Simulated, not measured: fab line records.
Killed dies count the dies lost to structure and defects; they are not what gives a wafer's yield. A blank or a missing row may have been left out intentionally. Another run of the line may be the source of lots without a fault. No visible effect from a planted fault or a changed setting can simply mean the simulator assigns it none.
Which tool is to blame? + flow gf180mcu + 6 lots (18 wafers sampled), 1 step of a 602-step route

== WHAT EACH GAUGE READ, for each wafer ==
GF_V2_THK_MEAS_03.
| lot  | measured     | on            | V2_CVD_02_THK (nm) |
|------|--------------|---------------|--------------------|
| L233 | day 21 04:49 | film metro-02 | 822 837 848        |
| L243 | day 24 19:31 | film metro-02 | 850 876 857        |
| L245 | day 25 17:14 | film metro-02 | 845 861 873        |
| L249 | day 26 21:29 | film metro-02 | 848 851 856        |
| L250 | day 26 22:37 | film metro-02 | 835 842 854        |
| L252 | day 27 17:47 | film metro-01 | 832 855 846        |

== WHAT TOOL EACH LOT RAN ON (gives the tool, then ch and the chambers of the sampled wafers, and finally the start) ==
The record shows no process step preceding these readings.

== THE ANSWER, worked out from the rows above alone ==
Rule: what is usual is taken from the lots themselves. Put in order of their means at a reading, lots are off if they are a third of the lots or fewer, leave a main group of 4 or more, and stand apart from it by a gap of 3 or more times the standard deviation of the main group's means; of several such gaps the widest counts. A main group whose means are all the same, to the digits that the tables above print for the reading, isn't used. A lot without any number at a reading at which 4 lots or more have one is off too. Any other lot the step has rows for is counted as sound.
Across all readings shown, no lot is off: no conclusion can be drawn from this.

== WHAT THE SIMULATOR HAD INSERTED ==
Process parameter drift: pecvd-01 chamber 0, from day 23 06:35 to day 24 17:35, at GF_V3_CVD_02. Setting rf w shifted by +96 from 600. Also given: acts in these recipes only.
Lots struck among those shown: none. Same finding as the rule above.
